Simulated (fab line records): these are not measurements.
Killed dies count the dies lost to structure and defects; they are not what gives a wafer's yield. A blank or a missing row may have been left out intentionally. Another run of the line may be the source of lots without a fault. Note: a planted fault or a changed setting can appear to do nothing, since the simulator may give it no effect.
fab line records	flow sky130
record: lots: 6	wafers: 18	last_day: 50
route steps=708 shown METAL2@504 VIA2@507 PAD_OPEN@708
lots untouched by any fault: they come from a run of this same line in which no faults occurred
start_h: hours from the record's opening day to when the first of the lot's shown wafers began	wait_h: time in hours since the lot's previous step	" unchanged from the row above	L1.1+2: a single row standing in for several wafers	- value missing, or start not given	* or withheld: withheld	< > ~ a bound
route shown NAME@n: NAME is a module with steps in the file, n the number in the route of the first one	usual: the fault-free wafers' mean and standard deviation	same: alike in all rows	chamber/n: place in a boat	sites: the reading at each site	_std_site: how widely they spread, as a standard deviation	_edge_site: outer sites' mean less inner sites'	radius_mm: for every site, how far away it sits from the centre of the wafer	mask NAME#n: copy n	behind: the last tool/chamber to shape the wafer	hold: cause of the lot's hold/its duration in hours/its outcome	device: names the non-switching transistor (n, p or np)	end of line: the same wafers' tests at the end of the route	step lacking rows: just its recipe	killed: dies lost to structure and defects at the first sort, not the wafer's yield	map: the dies of a wafer, with x for killed, . for not killed, _ for no die there
set.NAME: the run value of the setting; set.NAME@STEP: its run value at that earlier step	model.NAME: the simulator's own value behind a step, which no gauge read
a table for each step, a row for each wafer; lots at some steps of the route
services: a tool's chamber out of use, with start hour (start_h, from the record's first day; less than 0 if before it), hours out, and reason
== steps ==
step: SKY_METAL2_STRIP_21
recipe: chemistry: post_etch_residue_remover	time_s: 1200	temp_c: 72.5
step: SKY_METAL2_CLEAN_22
recipe: chemistry: IPA	time_s: 180	temp_c: 25
step: SKY_METAL2_CLEAN_23
recipe: chemistry: O3/DIW	dry: n2_spin
step: SKY_VIA2_HDPCVD_00
recipe: material: SiO2	target_thk_nm: 1180	sigma_open_frac: 0.3	time_s: 196.7	temp_c: 400	sih4_flow_sccm: 60	pressure_mtorr: 6
step: SKY_VIA2_THK_MEAS_01
recipe: reads: SiO2_of_VIA2_HDPCVD_00
usual: VIA2_HDPCVD_THK: 1175/14
lot.wafer	tool	chamber	start_h	wait_h	VIA2_HDPCVD_THK[nm]
L726.1	film_metro-04	-	836.59	0.1	1163
L726.2	"	-	"	"	1168
L726.6	"	-	"	"	1185
L734.2	film_metro-01	-	902.59	0.1	1170
L734.3	"	-	"	"	1172
L734.4	"	-	"	"	1182
L735.1	film_metro-04	-	913.50	0.1	1156
L735.3	"	-	"	"	1139
L735.6	"	-	"	"	1152
L737.3	film_metro-01	-	927.31	0.1	1157
L737.5	"	-	"	"	1168
L737.6	"	-	"	"	1170
L745.1	film_metro-02	-	968.47	0.1	1175
L745.3	"	-	"	"	1165
L745.5	"	-	"	"	1170
L746.2	film_metro-04	-	985.72	0.1	1163
L746.5	"	-	"	"	1171
L746.6	"	-	"	"	1175
step: SKY_VIA2_CMP_02
recipe: material: SiO2	down_force_psi: 4	platen_rpm: 60	pad_velocity_m_s: 0.94248
usual: motor_current_A: 12.1/1.3	slurry_flow_ml_min: 150.0/0.43
lot.wafer	tool	chamber	start_h	wait_h	motor_current_A	slurry_flow_ml_min
L726.2	cmp-01	2	836.70	0.1	10.6	150.1
L726.1	"	0	"	"	11.3	150.1
L726.6	"	2	"	"	11.3	150.1
L734.4	cmp-01	0	902.76	0.1	10.8	150.7
L734.3	"	1	"	"	14.7	150.0
L734.2	"	2	"	"	11.8	149.8
L735.3	cmp-01	2	913.91	0.4	11.7	150.2
L735.1	"	1	"	"	14.1	150.3
L735.6	"	2	"	"	11.4	149.5
L737.3	cmp-02	0	927.50	0.2	10.4	150.5
L737.5	"	1	"	"	11.1	149.8
L737.6	"	2	"	"	13.7	149.7
L745.1	cmp-01	2	968.53	0.1	11.1	150.1
L745.3	"	0	"	"	11.0	149.4
L745.5	"	3	"	"	11.2	150.1
L746.2	cmp-01	1	985.77	0.0	14.9	149.6
L746.5	"	1	"	"	14.2	150.5
L746.6	"	2	"	"	11.4	150.7
step: SKY_VIA2_BOW_MEAS_03
recipe: mode: bow
usual: VIA2_BOW: 85/7.1
lot.wafer	tool	chamber	start_h	wait_h	VIA2_BOW[um]
L726.1	film_metro-01	-	836.95	0.1	85
L726.2	"	-	"	"	94
L726.6	"	-	"	"	79
L734.2	film_metro-01	-	903.03	0.1	84
L734.3	"	-	"	"	95
L734.4	"	-	"	"	83
L735.1	film_metro-01	-	914.21	0.1	104
L735.3	"	-	"	"	94
L735.6	"	-	"	"	96
L737.3	film_metro-04	-	927.69	0.1	92
L737.5	"	-	"	"	77
L737.6	"	-	"	"	88
L745.1	film_metro-01	-	968.83	0.2	90
L745.3	"	-	"	"	89
L745.5	"	-	"	"	92
L746.2	film_metro-02	-	986.09	0.3	85
L746.5	"	-	"	"	97
L746.6	"	-	"	"	78
step: SKY_VIA2_DEHYDRATE_04
recipe: temp_c: 200	time_s: 60
step: SKY_VIA2_HMDS_05
recipe: prime_time_s: 60	prime_temp_c: 120
step: SKY_VIA2_COAT_06
recipe: resist: BARC	temp_c: withheld	time_s: withheld	spin_rpm: 3000	resist_thk_nm: 60
step: SKY_VIA2_COAT_07
recipe: resist: KrF-thick	spin_rpm: 3000	resist_thk_nm: 450
step: SKY_VIA2_SOFTBAKE_08
recipe: temp_c: 100	time_s: 90	resist: KrF-thick
step: SKY_VIA2_EXPOSE_09
recipe: mask_id: VIM2	na: 0.8	source_shape: annular	sigma_inner: 0.55	sigma_outer: 0.85	target_cd_nm: 200	dose_mj: 38
lot.wafer	tool	chamber	start_h	wait_h	mask
L726.1+2+6	krf_scanner-02	0	849.95	-	VIM2#0
L734.2+3+4	krf_scanner-01	0	914.77	-	VIM2#0
L735.1+3+6	krf_scanner-01	0	926.95	-	VIM2#0
L737.3+5+6	krf_scanner-02	0	939.75	-	VIM2#0
L745.1+3+5	krf_scanner-01	0	981.55	-	VIM2#0
L746.2+5+6	krf_scanner-02	0	998.00	-	VIM2#0
step: SKY_VIA2_PEB_10
recipe: peb_temp_c: withheld	peb_time_s: withheld	resist: KrF-thick
step: SKY_VIA2_DEVELOP_11
recipe: develop_time_s: 60	resist: KrF-thick	dev_temp_c: 21
step: SKY_VIA2_CD_MEAS_12
recipe: target_cd_nm: 200
usual: cd_nm: 200.4/1.2
lot.wafer	tool	chamber	start_h	wait_h	cd_nm
L726.1	cd_sem-02	-	862.91	-	196.9
L726.2	"	-	"	"	197.4
L726.6	"	-	"	"	198.4
L734.2	cd_sem-02	-	927.23	-	158.6
L734.3	"	-	"	"	158.8
L734.4	"	-	"	"	200.4
L735.1	cd_sem-01	-	938.10	-	200.1
L735.3	"	-	"	"	158.8
L735.6	"	-	"	"	200.0
L737.3	cd_sem-02	-	951.80	-	200.0
L737.5	"	-	"	"	201.3
L737.6	"	-	"	"	201.5
L745.1	cd_sem-02	-	992.21	-	200.1
L745.3	"	-	"	"	198.8
L745.5	"	-	"	"	199.0
L746.2	cd_sem-02	-	1008.98	-	200.4
L746.5	"	-	"	"	199.7
L746.6	"	-	"	"	201.3
step: SKY_VIA2_OVL_MEAS_13
usual: VIA2_OVL: 1/5.8
lot.wafer	tool	chamber	start_h	wait_h	VIA2_OVL[nm]
L726.1	overlay-01	-	863.03	0.1	-5
L726.2	"	-	"	"	-8
L726.6	"	-	"	"	-3
L734.2	overlay-01	-	927.34	0.1	1
L734.3	"	-	"	"	7
L734.4	"	-	"	"	-2
L735.1	overlay-02	-	938.22	0.1	-2
L735.3	"	-	"	"	0
L735.6	"	-	"	"	-2
L737.3	overlay-02	-	951.89	0.1	14
L737.5	"	-	"	"	9
L737.6	"	-	"	"	8
L745.1	overlay-01	-	992.33	0.1	8
L745.3	"	-	"	"	4
L745.5	"	-	"	"	2
L746.2	overlay-01	-	1009.08	0.1	11
L746.5	"	-	"	"	3
L746.6	"	-	"	"	0
step: SKY_VIA2_ETCH_14
recipe: chemistry: N2/H2	target: BARC	ion_energy_ev: 200	source_w: 500	bias_w: 100	pressure_mtorr: 30	n2_flow_sccm: 100	h2_flow_sccm: 200	stop_on: SiO2	time_s: 45.9	target_depth_a: 600
usual: drypump_motor_current_A: 5.7/0.42	oes_product_au: 0.854/0.0047	throttle_valve_pct: 13.224/0.0082
lot.wafer	tool	chamber	start_h	wait_h	drypump_motor_current_A	oes_product_au	rf_hours_counter_h	throttle_valve_pct	model.VIA2.cd_nm
L726.1	rie_diel-01	1	863.06	0.0	5.8	0.852	14	13.222	197.1
L726.2	"	0	"	"	5.2	0.860	9	13.224	196.9
L726.6	"	1	"	"	5.8	0.859	-	13.215	198.3
L734.2	rie_diel-01	3	927.37	0.0	6.0	0.853	20	13.223	158.9
L734.3	"	0	"	"	5.3	0.847	11	13.231	157.5
L734.4	"	2	"	"	6.2	0.846	2	13.224	200.5
L735.1	rie_diel-01	0	938.26	0.0	5.2	0.859	12	13.234	199.1
L735.3	"	1	"	"	5.8	0.856	17	13.231	158.3
L735.6	"	0	"	"	5.2	0.854	-	13.229	199.1
L737.3	rie_diel-04	0	951.92	0.0	6.3	0.857	15	13.223	199.7
L737.5	"	3	"	"	5.3	0.855	-	13.220	201
L737.6	"	2	"	"	5.5	0.858	-	13.225	200.5
L745.1	rie_diel-04	2	992.37	0.0	5.5	0.852	17	13.229	200.1
L745.3	"	3	"	"	5.3	0.858	23	13.225	199.1
L745.5	"	2	"	"	5.5	0.858	-	13.236	199.3
L746.2	rie_diel-04	3	1009.11	0.0	5.3	0.852	23	13.240	200
L746.5	"	3	"	"	5.3	0.857	-	13.226	200.5
L746.6	"	2	"	"	5.5	0.856	-	13.217	201.5
step: SKY_VIA2_ETCH_15
recipe: target: SiO2	chemistry: C4F8/O2/Ar	target_depth_nm: 546	stop_on: TiN	mask_material: KrF-thick	source_w: 1500	bias_w: 1200	pressure_mtorr: 40	c4f8_flow_sccm: withheld	O2_flow_sccm: 6	Ar_flow_sccm: 300	time_s: 84
usual: oes_product_au: 0.940/0.0048
lot.wafer	tool	chamber	start_h	wait_h	oes_product_au	rf_hours_counter_h	model.VIA2.cd_nm
L726.1	rie_diel-01	1	863.11	0.0	0.945	14	195.6
L726.2	"	0	"	"	0.937	9	196.8
L726.6	"	1	"	"	0.930	-	194.2
L734.2	rie_diel-01	3	927.41	0.0	0.939	20	155.7
L734.3	"	0	"	"	0.943	11	156.7
L734.4	"	2	"	"	0.944	2	197.3
L735.1	rie_diel-01	0	938.30	0.0	0.940	12	197.4
L735.3	"	1	"	"	0.931	17	155.6
L735.6	"	0	"	"	0.938	-	199.7
L737.3	rie_diel-04	0	951.96	0.0	0.941	15	200.2
L737.5	"	3	"	"	0.934	-	205.2
L737.6	"	2	"	"	0.943	-	198.1
L745.1	rie_diel-04	2	992.41	0.0	0.931	17	196.7
L745.3	"	3	"	"	0.944	23	202.1
L745.5	"	2	"	"	0.940	-	198.9
L746.2	rie_diel-04	3	1009.16	0.0	0.938	23	202.1
L746.5	"	3	"	"	0.943	-	206.2
L746.6	"	2	"	"	0.933	-	198.4
step: SKY_VIA2_STRIP_16
recipe: chemistry: O2/N2	power_w: 1400	pressure_mtorr: 1500	platen_temp_c: withheld	o2_flow_sccm: 3000	n2_flow_sccm: 300	overash_fraction: 0.5
usual: drypump_motor_current_A: 5.4/0.4	oes_product_au: 0.399/0.0044	strip_time_to_endpoint_s: 4.063/0.026
lot.wafer	tool	chamber	start_h	wait_h	drypump_motor_current_A	oes_product_au	rf_hours_counter_h	strip_time_to_endpoint_s
L726.1	plasma_asher-02	0	863.17	0.0	4.9	0.399	105	4.041
L726.2	"	1	"	"	5.6	0.406	105	4.040
L726.6	"	1	"	"	5.6	0.406	-	4.032
L734.2	plasma_asher-02	1	927.47	0.0	5.6	0.399	113	4.086
L734.3	"	0	"	"	4.9	0.399	-	4.066
L734.4	"	1	"	"	5.6	0.399	-	4.096
L735.1	plasma_asher-01	1	938.36	0.0	5.4	0.400	48	4.064
L735.3	"	0	"	"	5.2	0.408	-	4.081
L735.6	"	1	"	"	5.4	0.400	-	4.054
L737.3	plasma_asher-01	0	952.05	0.1	5.2	0.400	-	4.071
L737.5	"	1	"	"	5.4	0.403	-	4.119
L737.6	"	0	"	"	5.2	0.403	-	4.086
L745.1	plasma_asher-01	0	992.47	0.0	5.2	0.397	54	4.037
L745.3	"	1	"	"	5.4	0.401	-	4.100
L745.5	"	1	"	"	5.4	0.404	-	4.058
L746.2	plasma_asher-02	1	1009.22	0.0	5.6	0.400	120	4.104
L746.5	"	1	"	"	5.6	0.406	-	4.111
L746.6	"	0	"	"	4.9	0.399	-	4.041
step: SKY_PAD_OPEN_PROBE_99
usual: defect_limited_yield: 82.6/1.9	killed_at_M0_to_M3: 42/7.1	killed_at_M4_up: 3.3/1.9	killed_at_contacts: 24/5	killed_at_front_end: 15/4.7	killed_at_other: 0.3/0.61	killed_dies: 86/9.6	killed_on_rim: 17/3.8	killed_open: 47/7.5	killed_short: 38/6.6	sort_bin_3_pad_short: 0.9/0.42	sort_bin_5_function: 10.2/1.5	sort_bin_6_memory: 6.3/1.1	sort_n_pass: 406/9.6	sort_yield_pct: 82.6/1.9
same: gross_dies: 492	killed_at_back_side: 0	sort_bin_4_leakage[%]: 0	sort_bin_8_speed[%]: 0
lot.wafer	tool	chamber	start_h	wait_h	defect_limited_yield[%]	killed_at_M0_to_M3	killed_at_M4_up	killed_at_contacts	killed_at_front_end	killed_at_other	killed_dies	killed_on_rim	killed_open	killed_short	sort_bin_3_pad_short[%]	sort_bin_5_function[%]	sort_bin_6_memory[%]	sort_n_pass	sort_yield_pct[%]
L734.2	prober-02	-	1141.08	0.1	12.4	384	1	28	17	1	431	96	50	34	0.6	80.9	6.1	61	12.4
L734.3	prober-02	-	1141.13	0.2	13.6	378	3	30	14	0	425	95	54	38	1.0	78.5	6.9	67	13.6
L734.4	prober-02	-	1141.18	0.2	82.7	35	4	36	10	0	85	18	46	39	0.8	9.1	7.3	407	82.7
L735.1	prober-01	-	1149.09	0.1	81.5	55	4	14	18	0	91	14	42	49	0.4	12.2	5.9	401	81.5
L735.3	prober-01	-	1149.19	0.2	8.7	405	3	28	13	0	449	96	39	45	1.4	85.6	4.3	43	8.7
L735.6	prober-01	-	1149.34	0.2	83.7	51	3	16	10	0	80	20	47	33	0.6	9.6	6.1	412	83.7
L737.3	prober-01	-	1157.15	0.2	80.1	45	4	29	20	0	98	22	49	49	1.2	12.2	6.5	394	80.1
L737.5	prober-01	-	1157.25	0.2	85.0	37	1	24	12	0	74	16	40	34	0.4	10.2	4.5	418	85.0
L737.6	prober-01	-	1157.30	0.2	82.9	48	2	22	12	0	84	21	45	38	1.6	9.3	6.1	408	82.9
L745.1	prober-01	-	1187.08	0.1	85.2	35	5	22	11	0	73	14	36	37	0.4	8.7	5.7	419	85.2
L745.3	prober-01	-	1187.18	0.2	82.9	45	7	20	12	0	84	20	44	40	1.0	8.3	7.7	408	82.9
L745.5	prober-01	-	1187.28	0.2	87.8	28	3	16	13	0	60	13	29	31	1.0	6.9	4.3	432	87.8
L746.2	prober-02	-	1198.18	0.1	81.1	39	3	27	21	3	93	20	51	39	1.2	12.0	5.7	399	81.1
L746.5	prober-02	-	1198.33	0.2	82.5	43	5	17	20	1	86	21	33	52	0.4	11.2	5.9	406	82.5
L746.6	prober-02	-	1198.38	0.2	80.5	40	7	21	26	2	96	16	49	45	1.4	11.4	6.7	396	80.5
killed by level:class
L734.2 VIA2:area_expose=346 CONTACT:geometric_particle:open=11 VIA1:geometric_particle:open=7 LI_CONTACT:geometric_particle:open=5 CONTACT:geometric_particle:short=5 FIELD_ISO:geometric_particle:open=4 LOCAL_INTERCONNECT:geometric_particle:short=4 VIA1:geometric_particle:short=4
L734.3 VIA2:area_expose=333 CONTACT:geometric_particle:open=12 VIA1:geometric_particle:open=12 LI_CONTACT:geometric_particle:open=8 METAL1:geometric_particle:short=8 FIELD_ISO:geometric_particle:open=7 VIA2:geometric_particle:open=7 CONTACT:geometric_particle:short=5
L734.4 CONTACT:geometric_particle:open=14 LI_CONTACT:geometric_particle:open=8 CONTACT:geometric_particle:short=7 VIA1:geometric_particle:open=7 METAL2:geometric_particle:short=6 VIA2:geometric_particle:open=6 LI_CONTACT:geometric_particle:short=5 METAL1:geometric_particle:short=4
L735.1 VIA2:geometric_particle:open=13 VIA1:geometric_particle:short=8 METAL2:geometric_particle:short=8 METAL1:geometric_particle:short=5 VIA1:geometric_particle:open=5 FIELD_ISO:geometric_particle:short=4 SPACER:geometric_particle:open=4 LOCAL_INTERCONNECT:geometric_particle:short=4
L735.3 VIA2:area_expose=365 CONTACT:geometric_particle:short=9 CONTACT:geometric_particle:open=8 VIA1:geometric_particle:open=8 METAL2:geometric_particle:short=7 METAL1:geometric_particle:short=6 VIA2:geometric_particle:open=5 LI_CONTACT:geometric_particle:short=4
L735.6 VIA1:geometric_particle:open=15 VIA2:geometric_particle:open=7 CONTACT:geometric_particle:open=6 METAL2:geometric_particle:short=6 VIA3:geometric_particle:open=5 LI_CONTACT:geometric_particle:open=4 CONTACT:geometric_particle:short=4 VIA1:geometric_particle:short=4
L737.3 VIA1:geometric_particle:open=10 CONTACT:geometric_particle:open=9 VIA3:geometric_particle:open=9 VIA3:geometric_particle:short=8 FIELD_ISO:geometric_particle:open=6 CONTACT:geometric_particle:short=6 FIELD_ISO:geometric_particle:short=5 LI_CONTACT:geometric_particle:open=5
L737.5 VIA1:geometric_particle:open=11 CONTACT:geometric_particle:open=7 VIA3:geometric_particle:open=7 LI_CONTACT:geometric_particle:open=5 LI_CONTACT:geometric_particle:short=5 CONTACT:geometric_particle:short=4 VIA2:geometric_particle:open=4 SPACER:geometric_particle:short=3
L737.6 VIA1:geometric_particle:open=11 CONTACT:geometric_particle:open=10 METAL3:geometric_particle:short=7 METAL1:geometric_particle:short=7 VIA2:geometric_particle:short=6 VIA2:geometric_particle:open=6 FIELD_ISO:geometric_particle:open=5 POLY_GATE:geometric_particle:open=4
L745.1 CONTACT:geometric_particle:open=11 METAL1:geometric_particle:short=8 LI_CONTACT:geometric_particle:open=6 VIA1:geometric_particle:open=6 VIA1:geometric_particle:short=5 METAL4:geometric_particle:short=5 METAL2:geometric_particle:short=5 VIA2:geometric_particle:open=4
L745.3 VIA1:geometric_particle:open=10 METAL4:geometric_particle:short=6 LI_CONTACT:geometric_particle:open=6 CONTACT:geometric_particle:open=5 VIA1:geometric_particle:short=5 METAL2:geometric_particle:short=5 VIA2:geometric_particle:short=5 VIA2:geometric_particle:open=5
L745.5 LI_CONTACT:geometric_particle:open=7 CONTACT:geometric_particle:open=6 VIA3:geometric_particle:open=5 POLY_GATE:geometric_particle:short=4 VIA1:geometric_particle:open=4 METAL2:geometric_particle:short=4 METAL3:geometric_particle:short=4 POLY_GATE:geometric_particle:open=3
L746.2 CONTACT:geometric_particle:open=10 LI_CONTACT:geometric_particle:open=7 VIA2:geometric_particle:open=7 VIA3:geometric_particle:open=7 POLY_GATE:geometric_particle:short=6 METAL2:geometric_particle:short=6 FIELD_ISO:geometric_particle:open=5 POLY_GATE:geometric_particle:open=5
L746.5 VIA1:geometric_particle:short=8 FIELD_ISO:geometric_particle:short=7 METAL1:geometric_particle:short=7 VIA2:geometric_particle:open=7 POLY_GATE:geometric_particle:short=6 POLY_GATE:geometric_particle:open=6 CONTACT:geometric_particle:short=5 VIA3:geometric_particle:open=5
L746.6 LI_CONTACT:geometric_particle:open=9 POLY_GATE:geometric_particle:short=8 POLY_GATE:geometric_particle:open=8 VIA2:geometric_particle:open=8 VIA1:geometric_particle:open=7 FIELD_ISO:geometric_particle:short=5 METAL1:geometric_particle:short=5 METAL2:geometric_particle:short=5
map L734.2 (x killed, . not)
__________xxxxxxxxxx_________
________xxxxxxxxxxxxxx_______
______xxxxxxxxxxxxxxxxxx_____
_____xxxxxxxxxxxxxxxxxxxx____
____xxxxxxxx.xxxxxxxxxxxxx___
___xxxxxxxxx.xxxxxx.xxxxxxx__
__xxxxxxxx.xxxxxx..xxxxxxxxx_
_xxxxxxx.xxx.xx.x.x...xxxxxxx
_xxxxxxxxxxxxx...xxxxxxxxxxxx
_xxxxxxxxx..xxxx.x.x.xxxx.xxx
_xxxxxxxxxx.x.xxx..xxx.xxxxxx
_xxxxxx.xxx...xxx....xxxxxxxx
_xxxxxxxx.x.xxxxxxx.x.xxxxxxx
_xxxxxxx.x.x..x.xx.xxxx.xxxxx
_xxxxxxx.xx.xxxxx..xxxxx.xxxx
__xxxxxx.xxxxxxx..xxxxxxxxxx_
___xxxxxxx..xxxxx.xxxxxxxxx__
____xxxxxxxxxxxx.xx.xxxxxx___
_____xxxxxxxxxxxxxxxx.xxx____
______xxxxxxxxxxx.xxxxxx_____
________xxxxxxxxxxxxxx_______
__________xxxxxxxxxx_________
map L735.3 (x killed, . not)
__________xxxxxxxxxx_________
________xxxxxxxxxxxxxx_______
______xxxxxxxxxxxxxxxxxx_____
_____xxxxxxxxxxxxxxxxxxxx____
____xxxxxxxxxxxxxxxxxxxxxx___
___xxxxxxxxxxxxxxxxxxxxxxxx__
__xxxxxxxxxxx..x.xxxxxxxxxxx_
_xxxxxxxxxxx.xxx.xx.xxxxxxxxx
_xxxxxxxxxxxxxx.xxxxxxxxxxxxx
_xxxxxxxx.xxxx.xxx....xxxxxxx
_xxxxxxxxxx..xxxxx..xxxxx.xxx
_xxxxxxxx...x.xxxx.xxx.xxxxxx
_xxxxxx.xxxx..xxxxxx.xxxxxxxx
_xxxxxxxxxx.x.x.xxxx.x.xxxxxx
_xxxxxxx.xxx.xx.xxxxx.xxxxxxx
__xxxxxxxx.xxxxxx.xxx.xxxxxx_
___xxxxxxxxx.xxxxx.xxxxxxxx__
____xxxxxxxxxxxxxxxxxxxxxx___
_____xxxxxxx.xxxxxxxxxxxx____
______xxxxxxxxxxxxxxxxxx_____
________xxxxxxxxxxxxxx_______
__________xxxxxxxxxx_________
== services ==
tool	chamber	start_h	hours	kind
krf_scanner-01	-	820.16	8.6	repair
krf_scanner-02	-	832.29	12.9	repair
krf_scanner-01	-	839.62	0.2	repair
krf_scanner-01	-	850.03	4.0	repair
krf_scanner-02	-	858.23	1.0	repair
cmp-01	-	864.45	6.7	pm
krf_scanner-02	-	878.65	0.8	pm
krf_scanner-02	-	888.40	3.6	pm
plasma_asher-01	-	901.72	17.5	repair
krf_scanner-02	-	904.27	1.3	pm
cmp-01	-	905.01	0.5	repair
rie_diel-04	-	905.36	1.4	repair
krf_scanner-01	-	910.74	1.3	pm
krf_scanner-01	-	935.50	3.6	pm
rie_diel-04	1	946.62	46.5	repair
krf_scanner-02	-	956.94	1.1	repair
plasma_asher-02	-	959.31	0.7	repair
plasma_asher-02	-	965.14	0.4	repair
plasma_asher-01	-	966.48	3.2	repair
plasma_asher-02	-	974.33	7.7	pm
krf_scanner-01	-	975.55	0.8	pm
krf_scanner-01	-	978.73	1.0	pm
krf_scanner-02	-	981.44	1.0	pm
krf_scanner-02	-	985.97	0.2	repair
== key ==
first_sign: step: SKY_VIA2_CD_MEAS_12	reading: cd_nm	direction: down	sigmas: 35	usual: 200.4	struck: 158.7
effect: step: SKY_PAD_OPEN_PROBE_99	reading: sort_bin_5_function	direction: up	sigmas: 49	usual: 10.2	struck: 81.6
model_effect: step: SKY_VIA2_ETCH_14	value: VIA2.cd_nm	without: 200.3	struck: 158.3
model_effect: step: SKY_VIA2_ETCH_15	value: VIA2.cd_nm	without: 198	struck: 156
more_kills_born_at: SKY_VIA2_EXPOSE_09@krf_scanner-01: 1044
met_at SKY_VIA2_EXPOSE_09
struck_wafers L734.2,L734.3,L735.3
later_rows_left_out L734.2,L734.3,L735.3
fault: kind: process_parameter_drift	tool: krf_scanner-01	chamber: -	onset_h: 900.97	steps: SKY_VIA2_EXPOSE_09	channel: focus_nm	offset: 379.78	shape: step	end_h: 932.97	scope: struck_wafers_only
later_rows_left_out: the simulator's readings of these wafers behind a module that went badly wrong aren't trusted and aren't shown, but for the sort
